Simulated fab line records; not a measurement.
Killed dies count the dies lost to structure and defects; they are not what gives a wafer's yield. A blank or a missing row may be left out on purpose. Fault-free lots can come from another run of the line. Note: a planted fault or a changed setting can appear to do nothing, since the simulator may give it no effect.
2 desks looking at one fault :: flow gf180mcu :: what lay behind the numbers comes last; until then each desk has only its own

TOOL OWNER'S DESK, implanter-01
For each lot that ran on this tool, the mean over its sampled wafers that have a number, from the tool's own readings at GF_MVSD_IMPLANT_08. A lot is out of limits, marked OUT, if its mean lies more than 4 standard deviations from the usual mean; the brackets give that distance.
Columns: A = beamEnergyKeV at GF_MVSD_IMPLANT_08, usual 399.98
lot: L451
first seen here: day 5 17:52
A: 399.95

lot: L455
first seen here: day 6 15:01
A: 400.12

lot: L462
first seen here: day 8 07:31
A: 356.77 (-99 or more) OUT

lot: L464
first seen here: day 8 20:18
A: 356.71 (-99 or more) OUT
This desk's finding: out of limits on L462, L464; first on L462, day 8 07:31 (beamEnergyKeV at GF_MVSD_IMPLANT_08). L451, L455: within limits.

FROM THE METROLOGY DESK
What the gauges read for every lot (on any tool): the sampled wafers with a number, averaged. A lot is out of limits, marked OUT, if its mean lies more than 4 standard deviations from the usual mean; the brackets give that distance.
Columns: A = VT_IMPLANT_2_TW at GF_VT_IMPLANT_TW_MEAS_21, usual 1209; B = MVSD_RS at GF_VT_IMPLANT_RS_MEAS_46, usual 457.3 ohm/sq; C = NWELL_RS at GF_VT_IMPLANT_RS_MEAS_47, usual 488.1 ohm/sq
lot: L446
first seen here: day 6 04:02
A: 1214
B: 455.8
C: 488.9

lot: L447
first seen here: day 6 10:13
A: 1239
B: 455.6
C: 486.0

lot: L448
first seen here: day 6 20:06
A: 1213
B: 456.8
C: 487.8

lot: L450
first seen here: day 7 12:22
A: 1223
B: 457.2
C: 489.9

lot: L451
first seen here: day 7 16:01
A: 1221
B: 457.4
C: 487.6

lot: L452
first seen here: day 7 21:44
A: 1191
B: 455.9
C: 489.4

lot: L455
first seen here: day 8 16:13
A: 1186
B: 456.9
C: 486.5

lot: L456
first seen here: day 8 19:44
A: 1184
B: 457.2
C: 489.4

lot: L462
first seen here: day 10 11:49
A: 1211
B: 468.3 (+9.1) OUT
C: 488.0

lot: L464
first seen here: day 11 01:07
A: 1232
B: 467.0 (+8.1) OUT
C: 487.4

lot: L466
first seen here: day 11 15:59
A: 1199
B: 460.6
C: 487.0

lot: L468
first seen here: day 12 00:41
A: 1227
B: 457.2
C: 487.2

lot: L469
first seen here: day 12 07:38
A: 1185
B: 456.1
C: 487.8
This desk's finding: out of limits on L462, L464; first on L462, day 12 01:10 (MVSD_RS at GF_VT_IMPLANT_RS_MEAS_46). L446, L447, L448, L450, L451, L452, L455, L456, L466, L468, L469: within limits.

ALL TOGETHER
The tool owner's desk could have raised an alarm at day 8 07:31, on L462, L464.
L462, L464 would have let the metrology desk raise an alarm at day 12 01:10.
All the named lots went through GF_MVSD_IMPLANT_08 on implanter-01.

WHAT THE SIMULATOR HAD INSERTED
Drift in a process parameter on implanter-01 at GF_MVSD_IMPLANT_08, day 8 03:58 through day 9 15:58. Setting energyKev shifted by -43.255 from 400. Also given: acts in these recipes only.
Shown lots that were struck: L462, L464.
Fault start to first reading out of limits, in hours, per desk: tool owner, 4; metrology, 93.
